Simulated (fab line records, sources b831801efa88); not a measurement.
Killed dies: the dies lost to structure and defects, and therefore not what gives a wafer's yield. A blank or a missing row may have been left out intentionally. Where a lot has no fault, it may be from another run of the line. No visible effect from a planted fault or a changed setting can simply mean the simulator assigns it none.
Which of the tools did it?	flow sky130	Sampling: 12 lots, 36 wafers, 5 of 708 route steps

== WHAT EACH GAUGE READ, for each wafer ==
SKY_GATE_OXIDE_TW_MEAS_14. Usual: GATE_OXIDE_TW 221.4, standard deviation 1.3.
lot	measured	on	GATE_OXIDE_TW	flag
L741	day 14 18:04	film_metro-02	222.0 220.7 221.4	
L745	day 15 14:23	film_metro-04	222.9 222.5 223.5	
L746	day 16 01:05	film_metro-04	214.0 214.2 213.8	OFF
L747	day 16 10:34	film_metro-01	215.3 216.0 214.6	OFF
L748	day 16 17:24	film_metro-01	223.5 223.2 222.8	
L753	day 18 12:22	film_metro-04	220.8 221.1 220.4	
L755	day 19 02:46	film_metro-04	220.2 220.9 221.7	
L756	day 19 18:37	film_metro-04	221.0 221.5 221.4	
L757	day 19 23:55	film_metro-01	220.9 221.3 221.7	
L758	day 20 02:40	film_metro-04	223.1 222.7 221.7	
L761	day 21 04:02	film_metro-04	220.3 220.0 220.2	
L762	day 22 00:00	film_metro-02	219.9 219.4 220.3	

SKY_LDD_P_OVL_MEAS_08. Usual: LDD_P_OVL 0.0 nm, standard deviation 1.2.
lot	measured	on	LDD_P_OVL (nm)	flag
L741	day 20 00:31	overlay-01	1.6 1.6 0.1	
L745	day 20 23:32	overlay-01	1.8 1.4 1.0	
L746	day 21 12:22	overlay-02	-1.1 -2.3 -0.1	
L747	day 21 21:12	overlay-02	-0.4 1.2 -0.5	
L748	day 22 03:45	overlay-02	1.4 0.4 0.0	
L753	day 23 23:15	overlay-01	0.5 -0.8 -0.4	
L755	day 24 10:54	overlay-01	-0.9 -0.4 -1.1	
L756	day 25 03:53	overlay-02	0.8 1.6 -1.1	
L757	day 25 15:53	overlay-02	0.6 -1.0 0.7	
L758	day 25 13:09	overlay-02	-2.4 -2.6 -0.4	
L761	day 26 12:10	overlay-01	2.2 1.3 1.8	
L762	day 27 05:57	overlay-01	0.4 -0.2 0.3	

== TOOL THAT RAN EACH LOT (tool first, then ch and the chambers of the sampled wafers, then the start) ==
lot	SKY_NWELL_STRIP_14	SKY_VT_ADJUST_LVTN_STRIP_09	SKY_GATE_OXIDE_IMPLANT_11
L741	plasma_asher-03 ch 0,1, day 5 00:55	plasma_asher-01 ch 0,1, day 7 15:07	implanter-01 ch 0, day 14 17:43
L745	plasma_asher-04 ch 0, day 5 16:37	plasma_asher-04 ch 0,1, day 8 00:58	implanter-04 ch 0, day 15 14:01
L746	plasma_asher-04 ch 0,1, day 6 05:04	plasma_asher-04 ch 0,1, day 8 16:17	implanter-01 ch 0, day 16 00:43
L747	plasma_asher-03 ch 0, day 6 09:52	plasma_asher-04 ch 0,1, day 9 00:11	implanter-01 ch 0, day 16 10:13
L748	plasma_asher-02 ch 0,1, day 6 11:01	plasma_asher-04 ch 0,1, day 9 00:49	implanter-02 ch 0, day 16 17:04
L753	plasma_asher-02 ch 0,1, day 7 16:16	plasma_asher-04 ch 0,1, day 10 09:43	implanter-04 ch 0, day 18 12:01
L755	plasma_asher-04 ch 0,1, day 8 03:22	plasma_asher-01 ch 0,1, day 10 21:04	implanter-01 ch 0, day 19 02:25
L756	plasma_asher-03 ch 0,1, day 8 17:23	plasma_asher-01 ch 0,1, day 11 12:26	implanter-04 ch 0, day 19 18:16
L757	plasma_asher-03 ch 0,1, day 8 18:28	plasma_asher-04 ch 0,1, day 11 14:46	implanter-04 ch 0, day 19 23:34
L758	plasma_asher-04 ch 1, day 8 22:40	plasma_asher-02 ch 1, day 11 18:07	implanter-04 ch 0, day 20 02:19
L761	plasma_asher-03 ch 0, day 9 15:43	plasma_asher-02 ch 0, day 12 14:37	implanter-02 ch 0, day 21 03:41
L762	plasma_asher-02 ch 0,1, day 10 08:28	plasma_asher-04 ch 0,1, day 13 08:47	implanter-04 ch 0, day 21 23:40
- SKY_NWELL_STRIP_14: strips in O2/N2.
- SKY_VT_ADJUST_LVTN_STRIP_09: strips in O2/N2.
- SKY_GATE_OXIDE_IMPLANT_11

== WHAT THE TOOLS THEMSELVES READ (means of the sampled wafers that have a number; where no wafer has one, the mark that the record gives instead) ==
SKY_NWELL_STRIP_14. Usual: drypump_motor_current_A 5.8 A, standard deviation 0.47; n2_flow_sccm 299.9 sccm, standard deviation 0.82; oes_product_au 0.723 a.u., standard deviation 0.0041; strip_time_to_endpoint_s 36.92 s, standard deviation 0.13.
lot	tool	drypump_motor_current_A (A)	n2_flow_sccm (sccm)	oes_product_au (a.u.)	strip_time_to_endpoint_s (s)	flag
L741	plasma_asher-03	5.9	300.5	0.722	36.87	
L745	plasma_asher-04	5.8	300.0	0.723	36.74	
L746	plasma_asher-04	5.3	299.9	0.723	36.97	
L747	plasma_asher-03	6.5	299.7	0.721	36.70	
L748	plasma_asher-02	5.5	300.5	0.723	36.77	
L753	plasma_asher-02	5.7	301.3	0.719	36.83	
L755	plasma_asher-04	5.5	299.5	0.725	37.11	
L756	plasma_asher-03	5.9	299.9	0.725	36.94	
L757	plasma_asher-03	5.9	299.3	0.719	36.92	
L758	plasma_asher-04	5.1	300.9	0.726	37.08	
L761	plasma_asher-03	6.5	298.8	0.720	36.75	
L762	plasma_asher-02	5.5	299.9	0.726	37.02	

SKY_VT_ADJUST_LVTN_STRIP_09. Usual: drypump_motor_current_A 5.6 A, standard deviation 0.43; n2_flow_sccm 300.0 sccm, standard deviation 0.88; oes_product_au 0.723 a.u., standard deviation 0.0043; strip_time_to_endpoint_s 36.92 s, standard deviation 0.11.
lot	tool	drypump_motor_current_A (A)	n2_flow_sccm (sccm)	oes_product_au (a.u.)	strip_time_to_endpoint_s (s)	flag
L741	plasma_asher-01	6.0	299.8	0.727	36.81	
L745	plasma_asher-04	5.3	299.0	0.722	36.98	
L746	plasma_asher-04	5.6	300.5	0.722	36.88	
L747	plasma_asher-04	5.5	301.4	0.725	36.93	
L748	plasma_asher-04	5.6	299.9	0.730	37.05	
L753	plasma_asher-04	5.3	300.2	0.727	36.94	
L755	plasma_asher-01	6.0	300.7	0.728	36.82	
L756	plasma_asher-01	6.0	299.2	0.722	36.94	
L757	plasma_asher-04	5.3	300.8	0.725	36.81	
L758	plasma_asher-02	5.3	299.8	0.722	37.07	
L761	plasma_asher-02	5.9	299.6	0.718	36.94	
L762	plasma_asher-04	5.3	299.6	0.722	36.75	

SKY_GATE_OXIDE_IMPLANT_11. Usual: beam_energy_keV reads 10.000 (standard deviation 0.0032).
lot	tool	beam_energy_keV	flag
L741	implanter-01	9.999	
L745	implanter-04	9.997	
L746	implanter-01	8.528	OFF
L747	implanter-01	8.528	OFF
L748	implanter-02	10.001	
L753	implanter-04	10.001	
L755	implanter-01	10.000	
L756	implanter-04	9.997	
L757	implanter-04	9.997	
L758	implanter-04	9.999	
L761	implanter-02	10.000	
L762	implanter-04	10.003	

== THE ANSWER, worked out from the rows above alone ==
Rule: take the mean of a lot's wafers that have a number; if it is more than 3 standard deviations from the usual mean, the lot is off. Also off: a lot with no number at a reading for which 4 or more lots have one. All remaining lots with rows at the step are treated as sound. First the gauges in route order, then the tools' own readings, where a lot's mean is used as printed above. At the first step where some lot is off, the reading lying furthest off is the one used; lots without a number count as furthest.
Off: L746, L747, seen at SKY_GATE_OXIDE_TW_MEAS_14 (GATE_OXIDE_TW).
A tool fits if, at a process step before that reading, it ran every lot that is off, and no sound lot after the first of them. Not tried: the gauges at SKY_GATE_OXIDE_TW_MEAS_14; whatever is off there is also off at SKY_GATE_OXIDE_IMPLANT_11, on other tools, and gauge error can't account for it. No candidate that was tried fits.

== WHAT HAD BEEN PUT IN BY THE SIMULATOR ==
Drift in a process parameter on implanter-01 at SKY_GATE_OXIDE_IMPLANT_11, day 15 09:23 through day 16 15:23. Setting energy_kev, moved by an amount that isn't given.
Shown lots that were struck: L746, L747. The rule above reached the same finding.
